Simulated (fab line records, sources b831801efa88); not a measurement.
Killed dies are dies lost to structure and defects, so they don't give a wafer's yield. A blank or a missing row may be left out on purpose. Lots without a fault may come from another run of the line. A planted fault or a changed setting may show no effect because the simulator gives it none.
A struck lot beside a sound one | flow gf180mcu | 21 steps out of a route of 602
Sound: wafers L944.1, L944.2, L944.4. Struck: wafers L951.1, L951.2, L951.3. The cause comes at the end.
At each step with rows: each side's tool, then ch and its chambers, then its first start. Under that, the readings that differ: sound wafers | struck wafers | difference of the means | sigmas: that difference in standard deviations of wafers without a fault.
alike: readings whose means differ by less than 2 such deviations, and words and numbers that are the same on both sides. not compared: withheld readings, readings that some wafer has no value for, bounds like >300 that may hide the same value, and numbers for which the record gives no deviation and whose values overlap.
The two part at a step that has a row with sigmas, a row that says differs or no value, or rows on one side only. Numbers that don't overlap but have no deviation are shown without sigmas and don't part them. A reading that every wafer of one side lacks parts them only if that side has two wafers or more.

first, 6 steps without rows for these wafers: GF_VT_IMPLANT_HMDS_23 (prime time 60 s); GF_VT_IMPLANT_COAT_24 (resist thk 1000 nm); GF_VT_IMPLANT_SOFTBAKE_25 (time 60 s); GF_VT_IMPLANT_EXPOSE_26 (exposes mask LVPWELL HV AREA, target cd 860 nm); GF_VT_IMPLANT_PEB_27; GF_VT_IMPLANT_DEVELOP_28 (develop time 60 s).
GF_VT_IMPLANT_OVL_MEAS_29:
  sound on overlay-01, day 8 11:44; struck on overlay-02, day 10 09:05
  reading                | sound       | struck         | difference | sigmas
  VT_IMPLANT_02_OVL (nm) | 1.4 1.7 3.9 | -0.3 -1.1 -0.7 | -3.0       | -2
then, 1 step without rows for these wafers: GF_VT_IMPLANT_IMPLANT_30.
GF_VT_IMPLANT_STRIP_31: strips in O2/N2.
  sound on plasma_asher-03 ch 0,1, day 8 11:55; struck on plasma_asher-03 ch 0,1, day 10 09:16
  alike: drypump_motor_current_A, heater_power_w, oes_product_au, strip_time_to_endpoint_s
  not compared: rf_hours_counter_h
GF_VT_IMPLANT_TW_MEAS_32:
  sound on film_metro-02, day 8 12:01; struck on film_metro-02, day 10 09:22
  alike: VT_IMPLANT_3_TW
then, 2 steps without rows for these wafers: GF_VT_IMPLANT_DEHYDRATE_33 (time 60 s); GF_VT_IMPLANT_HMDS_34 (prime time 60 s).
GF_VT_IMPLANT_COAT_35: resist thk 1000 nm.
  sound on litho_track-01 ch 0, day 8 19:38; struck on litho_track-01 ch 0, day 10 17:41
  reading                                         | sound          | struck            | difference | sigmas
  model.NOVOLAK_of_VT_IMPLANT_COAT_35.thk_nm (nm) | 1005 1005 1003 | 970.4 970.3 972.4 | -33.3      |
  alike: exhaust_pa
then, 3 steps without rows for these wafers: GF_VT_IMPLANT_SOFTBAKE_36 (time 60 s); GF_VT_IMPLANT_EXPOSE_37 (exposes mask Nwell HV AREA, target cd 860 nm); GF_VT_IMPLANT_PEB_38.
GF_VT_IMPLANT_DEVELOP_39: develop time 60 s.
  sound on litho_track-04 ch 0, day 9 03:35; struck on litho_track-01 ch 0, day 11 02:11
  reading                                         | sound          | struck        | difference | sigmas
  model.NOVOLAK_of_VT_IMPLANT_COAT_35.thk_nm (nm) | 1005 1005 1003 | 970 969.9 972 | -34        |
  alike: exhaust_pa
GF_VT_IMPLANT_OVL_MEAS_40:
  sound on overlay-01, day 9 03:44; struck on overlay-01, day 11 02:20
  alike: VT_IMPLANT_03_OVL
then, 1 step without rows for these wafers: GF_VT_IMPLANT_IMPLANT_41.
GF_VT_IMPLANT_STRIP_42: strips in O2/N2.
  sound on plasma_asher-03 ch 0,1, day 9 03:55; struck on plasma_asher-01 ch 0,1, day 11 02:31
  reading                      | sound             | struck            | difference | sigmas
  strip_time_to_endpoint_s (s) | 12.69 12.68 12.68 | 12.28 12.29 12.31 | -0.39      | -12
  alike: drypump_motor_current_A, heater_power_w, oes_product_au
  not compared: rf_hours_counter_h
GF_VT_IMPLANT_TW_MEAS_43:
  sound on film_metro-03, day 9 04:01; struck on film_metro-03, day 11 02:37
  alike: VT_IMPLANT_4_TW

WHERE THEY PART
First at GF_VT_IMPLANT_OVL_MEAS_29; last, within this record, at GF_VT_IMPLANT_STRIP_42. Later steps at which nothing parts them and some readings are alike: GF_VT_IMPLANT_TW_MEAS_43.

WHY: what the simulator had put in
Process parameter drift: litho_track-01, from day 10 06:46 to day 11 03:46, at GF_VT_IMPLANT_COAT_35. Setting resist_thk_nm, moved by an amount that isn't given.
